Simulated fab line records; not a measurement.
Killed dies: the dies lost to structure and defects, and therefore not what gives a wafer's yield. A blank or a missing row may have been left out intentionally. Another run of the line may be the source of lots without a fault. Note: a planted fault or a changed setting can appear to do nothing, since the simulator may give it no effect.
fab line records -- flow gf180mcu
record lots=13, wafers=39, lastDay=34
route steps=602 shown MIM@523 V5@555 TOP_METAL@568
lots untouched by any fault: they come from a run of this same line in which no faults occurred
startH: the number of hours between the record's first day and the start of the first shown wafer of the lot -- waitH: hours since the lot's step before -- " same as the row above -- L1.1+2: a row that stands for several wafers -- - value missing, or start not given -- * or withheld: withheld -- < > ~ a bound
route shown NAME@n: names a module that has steps shown in the file, with the first one's number in the route -- usual: average and standard deviation across the fault-free wafers -- same: alike in all rows -- chamber/n: place in a boat -- sites: the reading at each site -- _std_site: standard deviation of those values -- _edge_site: inner sites' mean taken away from outer sites' mean -- radiusMm: for every site, how far away it sits from the centre of the wafer -- mask NAME#n: copy n -- behind: the most recent tool/chamber to have shaped the wafer -- hold: why the lot went on hold/how many hours it stayed there/how the hold came to an end -- device: whichever transistor did not switch (one of n, p or np) -- end of line: the tests these same wafers got at the end of their route -- for a step that has no rows: nothing shown but its recipe -- killed: dies lost to structure and defects at the first sort, not the wafer's yield -- map: shows each die of a wafer: x if killed, . if not, _ if none is there
set.NAME: the setting the step ran with; set.NAME@STEP: the setting that earlier step ran with -- model.NAME: the simulator's own value behind a step, which no gauge read
steps of the route over a sample of lots; a table a step, a row a wafer
services: from which hour (startH, from the record's first day; less than 0 if before it) a tool's chamber was out of use, for how many hours, and why
## steps
# step GF_MIM_STRIP_20
# recipe chemistry=O2/N2, powerW=1400, pressureMtorr=1500, platenTempC=250, o2FlowSccm=3000, n2FlowSccm=300, overashFraction=0.5
# usual drypumpMotorCurrentA=6.0/0.4, heaterPowerW=332/11, oesProductAu=0.694/0.0051, stripTimeToEndpointS=11.27/0.052
lot.wafer,tool,chamber,startH,waitH,drypumpMotorCurrentA,heaterPowerW,oesProductAu,rfHoursCounterH,stripTimeToEndpointS
L460.2,plasmaAsher-03,0,590.47,0.0,6.1,313,0.692,19,11.24
L460.4,plasmaAsher-03,0,590.47,0.0,6.1,324,0.687,-,11.25
L460.5,plasmaAsher-03,1,590.47,0.0,5.6,326,0.692,-,11.22
L464.2,plasmaAsher-03,1,621.05,0.0,5.6,327,0.688,21,11.25
L464.4,plasmaAsher-03,1,621.05,0.0,5.6,326,0.686,-,11.26
L464.6,plasmaAsher-03,1,621.05,0.0,5.6,338,0.692,-,11.16
L466.2,plasmaAsher-04,1,636.57,0.0,6.6,332,0.685,52,11.27
L466.5,plasmaAsher-04,1,636.57,0.0,6.6,332,0.695,-,11.29
L466.6,plasmaAsher-04,0,636.57,0.0,5.9,322,0.698,-,11.31
L468.1,plasmaAsher-03,0,652.30,0.0,6.1,325,0.691,24,11.25
L468.2,plasmaAsher-03,1,652.30,0.0,5.6,334,0.700,24,11.30
L468.3,plasmaAsher-03,1,652.30,0.0,5.6,327,0.698,-,11.32
L470.1,plasmaAsher-02,1,663.87,0.0,6.4,339,0.690,90,11.27
L470.3,plasmaAsher-02,0,663.87,0.0,5.4,352,0.695,-,11.32
L470.5,plasmaAsher-02,0,663.87,0.0,5.4,348,0.691,-,11.32
L471.1,plasmaAsher-04,1,668.12,0.0,6.6,334,0.685,56,11.21
L471.3,plasmaAsher-04,0,668.12,0.0,6.0,325,0.689,-,11.21
L471.5,plasmaAsher-04,0,668.12,0.0,6.0,334,0.696,-,11.22
L474.2,plasmaAsher-04,0,693.17,0.0,6.0,331,0.694,58,11.23
L474.4,plasmaAsher-04,1,693.17,0.0,6.6,330,0.702,-,11.18
L474.5,plasmaAsher-04,0,693.17,0.0,6.0,320,0.686,-,11.19
L475.3,plasmaAsher-03,1,698.40,0.1,5.6,327,0.695,-,11.26
L475.4,plasmaAsher-03,0,698.40,0.1,6.1,323,0.704,-,11.33
L475.5,plasmaAsher-03,0,698.40,0.1,6.1,322,0.696,-,11.31
L476.3,plasmaAsher-03,0,701.19,0.1,6.1,314,0.691,-,11.27
L476.5,plasmaAsher-03,1,701.19,0.1,5.6,334,0.693,-,11.22
L476.6,plasmaAsher-03,0,701.19,0.1,6.1,317,0.694,-,11.25
L477.1,plasmaAsher-03,1,712.05,0.0,5.6,340,0.686,30,11.24
L477.4,plasmaAsher-03,1,712.05,0.0,5.6,345,0.697,-,11.33
L477.6,plasmaAsher-03,1,712.05,0.0,5.6,341,0.703,-,11.35
L481.1,plasmaAsher-03,0,737.37,0.0,6.1,318,0.694,33,11.33
L481.2,plasmaAsher-03,1,737.37,0.0,5.6,340,0.689,33,11.33
L481.4,plasmaAsher-03,0,737.37,0.0,6.1,322,0.696,-,11.34
L482.2,plasmaAsher-04,1,745.82,0.0,6.6,332,0.698,64,11.30
L482.3,plasmaAsher-04,0,745.82,0.0,5.9,317,0.689,-,11.27
L482.4,plasmaAsher-04,1,745.82,0.0,6.6,328,0.694,-,11.27
L483.3,plasmaAsher-02,0,748.45,0.1,5.4,355,0.700,-,11.36
L483.5,plasmaAsher-02,1,748.45,0.1,6.4,340,0.698,-,11.32
L483.6,plasmaAsher-02,0,748.45,0.1,5.3,351,0.701,-,11.37
# step GF_V5_OVL_MEAS_15
# usual V5_OVL=-2/4.2
lot.wafer,tool,chamber,startH,waitH,V5_OVL[nm]
L460.2,overlay-01,-,634.71,0.1,1
L460.4,overlay-01,-,634.71,0.1,-9
L460.5,overlay-01,-,634.71,0.1,2
L464.2,overlay-01,-,663.27,0.1,4
L464.4,overlay-01,-,663.27,0.1,-1
L464.6,overlay-01,-,663.27,0.1,-3
L466.2,overlay-02,-,678.92,0.1,0
L466.5,overlay-02,-,678.92,0.1,1
L466.6,overlay-02,-,678.92,0.1,2
L468.1,overlay-01,-,692.27,0.1,1
L468.2,overlay-01,-,692.27,0.1,-7
L468.3,overlay-01,-,692.27,0.1,-2
L470.1,overlay-02,-,703.92,0.1,0
L470.3,overlay-02,-,703.92,0.1,4
L470.5,overlay-02,-,703.92,0.1,2
L471.1,overlay-02,-,707.57,0.1,1
L471.3,overlay-02,-,707.57,0.1,-9
L471.5,overlay-02,-,707.57,0.1,-2
L474.2,overlay-01,-,731.28,0.1,-4
L474.4,overlay-01,-,731.28,0.1,0
L474.5,overlay-01,-,731.28,0.1,2
L475.3,overlay-02,-,736.03,0.1,2
L475.4,overlay-02,-,736.03,0.1,3
L475.5,overlay-02,-,736.03,0.1,1
L476.3,overlay-01,-,737.68,0.1,2
L476.5,overlay-01,-,737.68,0.1,7
L476.6,overlay-01,-,737.68,0.1,-9
L477.1,overlay-01,-,749.32,0.1,-1
L477.4,overlay-01,-,749.32,0.1,1
L477.6,overlay-01,-,749.32,0.1,4
L481.1,overlay-01,-,772.22,0.1,3
L481.2,overlay-01,-,772.22,0.1,-2
L481.4,overlay-01,-,772.22,0.1,-2
L482.2,overlay-01,-,781.21,0.1,1
L482.3,overlay-01,-,781.21,0.1,0
L482.4,overlay-01,-,781.21,0.1,-8
L483.3,overlay-01,-,783.23,0.1,-2
L483.5,overlay-01,-,783.23,0.1,-4
L483.6,overlay-01,-,783.23,0.1,0
# step GF_V5_SPUTTER_22
# recipe material=TiN, targetThkNm=10, chamberPressurePa=5, powerW=4000, timeS=40
# usual cathodeDcPowerW=4000.1/0.7, chamberPressurePa=4.999/0.01, throttleValvePct=29.8/0.78
lot.wafer,tool,chamber,startH,waitH,cathodeDcPowerW,chamberPressurePa,throttleValvePct
L460.2,pvdSputter-04,-,635.53,0.0,4000.0,5.014,30.8
L460.4,pvdSputter-04,-,635.53,0.0,4000.2,5.001,29.8
L460.5,pvdSputter-04,-,635.53,0.0,3999.6,5.004,29.8
L464.2,pvdSputter-04,-,664.05,0.0,3999.9,5.022,30.7
L464.4,pvdSputter-04,-,664.05,0.0,4001.0,4.998,30.0
L464.6,pvdSputter-04,-,664.05,0.0,3999.2,5.000,29.6
L466.2,pvdSputter-01,-,679.70,0.0,4000.3,4.993,30.2
L466.5,pvdSputter-01,-,679.70,0.0,4001.2,4.986,30.3
L466.6,pvdSputter-01,-,679.70,0.0,4000.2,4.985,29.1
L468.1,pvdSputter-02,-,693.06,0.0,3999.5,5.008,29.8
L468.2,pvdSputter-02,-,693.06,0.0,3999.7,4.996,29.9
L468.3,pvdSputter-02,-,693.06,0.0,3999.6,5.024,27.8
L470.1,pvdSputter-01,-,704.71,0.0,4000.5,4.990,29.1
L470.3,pvdSputter-01,-,704.71,0.0,3999.7,4.999,30.2
L470.5,pvdSputter-01,-,704.71,0.0,3999.9,5.003,30.2
L471.1,pvdSputter-01,-,708.35,0.0,3998.8,5.015,30.4
L471.3,pvdSputter-01,-,708.35,0.0,4000.0,4.998,28.9
L471.5,pvdSputter-01,-,708.35,0.0,4000.2,5.011,30.5
L474.2,pvdSputter-04,-,732.05,0.0,4000.7,5.004,29.9
L474.4,pvdSputter-04,-,732.05,0.0,4001.5,4.977,30.8
L474.5,pvdSputter-04,-,732.05,0.0,4000.4,4.981,30.4
L475.3,pvdSputter-04,-,736.80,0.0,3999.8,5.012,30.5
L475.4,pvdSputter-04,-,736.80,0.0,3998.3,5.005,30.7
L475.5,pvdSputter-04,-,736.80,0.0,3999.6,5.011,29.9
L476.3,pvdSputter-02,-,738.54,0.0,3999.6,5.000,27.6
L476.5,pvdSputter-02,-,738.54,0.0,3999.9,4.996,29.8
L476.6,pvdSputter-02,-,738.54,0.0,3999.8,5.010,30.1
L477.1,pvdSputter-04,-,750.10,0.0,3999.7,4.991,30.0
L477.4,pvdSputter-04,-,750.10,0.0,3998.9,5.003,30.4
L477.6,pvdSputter-04,-,750.10,0.0,4001.3,5.000,29.7
L481.1,pvdSputter-02,-,773.01,0.0,3999.0,4.995,30.1
L481.2,pvdSputter-02,-,773.01,0.0,4001.1,4.979,28.0
L481.4,pvdSputter-02,-,773.01,0.0,3999.5,5.006,30.1
L482.2,pvdSputter-02,-,781.99,0.0,3998.9,4.977,29.8
L482.3,pvdSputter-02,-,781.99,0.0,3999.5,4.984,29.8
L482.4,pvdSputter-02,-,781.99,0.0,3999.3,4.989,29.7
L483.3,pvdSputter-04,-,784.00,0.0,4000.6,4.977,30.5
L483.5,pvdSputter-04,-,784.00,0.0,4000.7,4.992,30.7
L483.6,pvdSputter-04,-,784.00,0.0,3999.7,4.987,30.7
# step GF_TOP_METAL_SPUTTER_01
# recipe material=TiN, targetThkNm=30, powerW=6500, timeS=23.86, chamberPressurePa=0.4
# usual cathodeDcPowerW=6499.9/1.2, chamberPressurePa=0.4000/0.0008, throttleValvePct=29.9/0.98
lot.wafer,tool,chamber,startH,waitH,cathodeDcPowerW,chamberPressurePa,throttleValvePct
L460.2,pvdSputter-02,-,636.26,0.1,6500.3,0.3989,29.6
L460.4,pvdSputter-02,-,636.26,0.1,6500.4,0.4007,30.1
L460.5,pvdSputter-02,-,636.26,0.1,6498.8,0.4004,29.8
L464.2,pvdSputter-03,-,664.78,0.1,6501.0,0.4001,31.5
L464.4,pvdSputter-03,-,664.78,0.1,6499.9,0.3999,30.4
L464.6,pvdSputter-03,-,664.78,0.1,6499.2,0.4000,31.4
L466.2,pvdSputter-01,-,680.43,0.1,6500.4,0.3996,30.2
L466.5,pvdSputter-01,-,680.43,0.1,6499.8,0.4007,30.4
L466.6,pvdSputter-01,-,680.43,0.1,6501.0,0.4003,30.6
L468.1,pvdSputter-01,-,693.79,0.1,6499.3,0.4007,30.4
L468.2,pvdSputter-01,-,693.79,0.1,6500.6,0.3996,28.8
L468.3,pvdSputter-01,-,693.79,0.1,6499.9,0.4004,30.3
L470.1,pvdSputter-02,-,705.75,0.1,6500.5,0.4000,29.8
L470.3,pvdSputter-02,-,705.75,0.1,6498.6,0.4004,27.8
L470.5,pvdSputter-02,-,705.75,0.1,6501.7,0.4005,30.2
L471.1,pvdSputter-02,-,709.08,0.1,6501.5,0.4001,30.2
L471.3,pvdSputter-02,-,709.08,0.1,6499.6,0.3999,29.8
L471.5,pvdSputter-02,-,709.08,0.1,6502.1,0.3989,29.7
L474.2,pvdSputter-01,-,732.79,0.1,-,-,-
L474.4,pvdSputter-01,-,732.79,0.1,-,-,-
L474.5,pvdSputter-01,-,732.79,0.1,-,-,-
L475.3,pvdSputter-02,-,737.53,0.1,-,-,-
L475.4,pvdSputter-02,-,737.53,0.1,-,-,-
L475.5,pvdSputter-02,-,737.53,0.1,-,-,-
L476.3,pvdSputter-03,-,739.27,0.1,-,-,-
L476.5,pvdSputter-03,-,739.27,0.1,-,-,-
L476.6,pvdSputter-03,-,739.27,0.1,-,-,-
L477.1,pvdSputter-01,-,750.83,0.1,6498.5,0.3990,29.1
L477.4,pvdSputter-01,-,750.83,0.1,6498.4,0.3990,29.0
L477.6,pvdSputter-01,-,750.83,0.1,6500.4,0.3988,29.1
L481.1,pvdSputter-01,-,773.74,0.1,6497.5,0.4002,28.9
L481.2,pvdSputter-01,-,773.74,0.1,6499.2,0.3996,30.6
L481.4,pvdSputter-01,-,773.74,0.1,6500.7,0.3999,28.9
L482.2,pvdSputter-01,-,782.72,0.1,6499.2,0.3989,30.3
L482.3,pvdSputter-01,-,782.72,0.1,6498.5,0.4005,30.5
L482.4,pvdSputter-01,-,782.72,0.1,6500.9,0.3992,29.1
L483.3,pvdSputter-03,-,784.73,0.1,6503.4,0.4010,30.6
L483.5,pvdSputter-03,-,784.73,0.1,6500.4,0.4002,29.8
L483.6,pvdSputter-03,-,784.73,0.1,6499.6,0.4007,30.4
## services
tool,chamber,startH,hours,kind
plasmaAsher-04,-,568.46,2.8,pm
pvdSputter-04,-,572.58,6.7,repair
pvdSputter-02,-,584.77,2.3,repair
pvdSputter-04,-,592.20,2.5,repair
plasmaAsher-03,-,605.83,3.7,repair
pvdSputter-03,-,635.11,3.2,repair
plasmaAsher-02,-,709.01,2.8,pm
pvdSputter-01,-,710.93,1.0,repair
pvdSputter-04,-,717.36,2.3,repair
pvdSputter-04,-,761.13,2.1,repair
pvdSputter-04,-,763.63,1.8,repair
plasmaAsher-03,-,777.81,11.2,repair
## key
firstSign step=GF_TOP_METAL_SPUTTER_01, reading=toolRecord, direction=missing
effect none on later readings
metAt GF_TOP_METAL_SPUTTER_01
struckLots L474,L475,L476
notActingAt GF_MIM_STRIP_20,GF_V5_OVL_MEAS_15,GF_V5_SPUTTER_22
onsetBetween 709.08 732.79
fault kind=skippedStepWhole, tool=pvdSputter-01,pvdSputter-02,pvdSputter-03, chamber=-, onsetH=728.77, steps=GF_TOP_METAL_SPUTTER_01, scope=struckLotsOnly
